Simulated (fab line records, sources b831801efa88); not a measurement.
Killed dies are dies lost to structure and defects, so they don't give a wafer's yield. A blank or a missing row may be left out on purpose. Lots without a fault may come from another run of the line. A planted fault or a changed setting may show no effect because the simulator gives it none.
Chamber matching | flow sky130 | SKY_CONTACT_CMP_27 on cmp-02: 4 sister chambers
The step polishes, stops on SiO2, t overpolish 15 s, target thk 0 nm. 8 wafers are shown with their chamber, then 9 later ones without.

WAFERS WITH THEIR CHAMBER
wafer  | chamber | motor_current_A (A) | retaining_ring_pressure_frac
L709.4 | 1       | 10.5                | 1.003
L709.5 | 3       | 12.6                | 0.997
L710.3 | 2       | 11.4                | 0.992
L710.4 | 1       | 10.2                | 0.998
L710.5 | 0       | 9.5                 | 0.993
L711.1 | 2       | 11.4                | 0.997
L711.4 | 0       | 8.9                 | 0.999
L711.5 | 3       | 12.0                | 0.993

WAFERS WITHOUT THEIR CHAMBER
wafer  | motor_current_A (A) | retaining_ring_pressure_frac
L712.3 | 10.7                | 1.006
L712.4 | 11.0                | 1.002
L712.6 | 12.8                | 1.001
L713.1 | 11.1                | 1.009
L713.2 | 8.7                 | 0.996
L713.3 | 10.9                | 1.001
L714.2 | 12.9                | 1.003
L714.3 | 11.2                | 1.004
L714.4 | 11.5                | 0.997

WHICH CHAMBER EACH WENT THROUGH
wafer  | from the rows above          | in truth
L712.3 | 1                            | 1
L712.4 | can't be placed: 1 or 2      | 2
L712.6 | 3                            | 3
L713.1 | can't be placed: 1 or 2      | 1
L713.2 | 0                            | 0
L713.3 | can't be placed: 1 or 2      | 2
L714.2 | 3                            | 3
L714.3 | can't be placed: 2 or 1 or 3 | 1
L714.4 | can't be placed: 2 or 3      | 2
Placed correctly: 4 of 9. Can't be placed from these rows: 5 (the true chamber is among the candidates in 5). Placed wrongly: 0.
How it was worked out, from the rows above alone: a wafer's distance from a chamber is the root of the sum, over the readings, of the square of ((its reading less the chamber's mean) divided by the reading's scatter). The wafer belongs to the nearest chamber; if the next one is less than 2 further off, it can't be placed. A chamber's mean is the mean of its shown wafers. The scatter: the root of (the sum of the squares of (reading less its chamber's mean) over the shown wafers, divided by (wafers less chambers)).
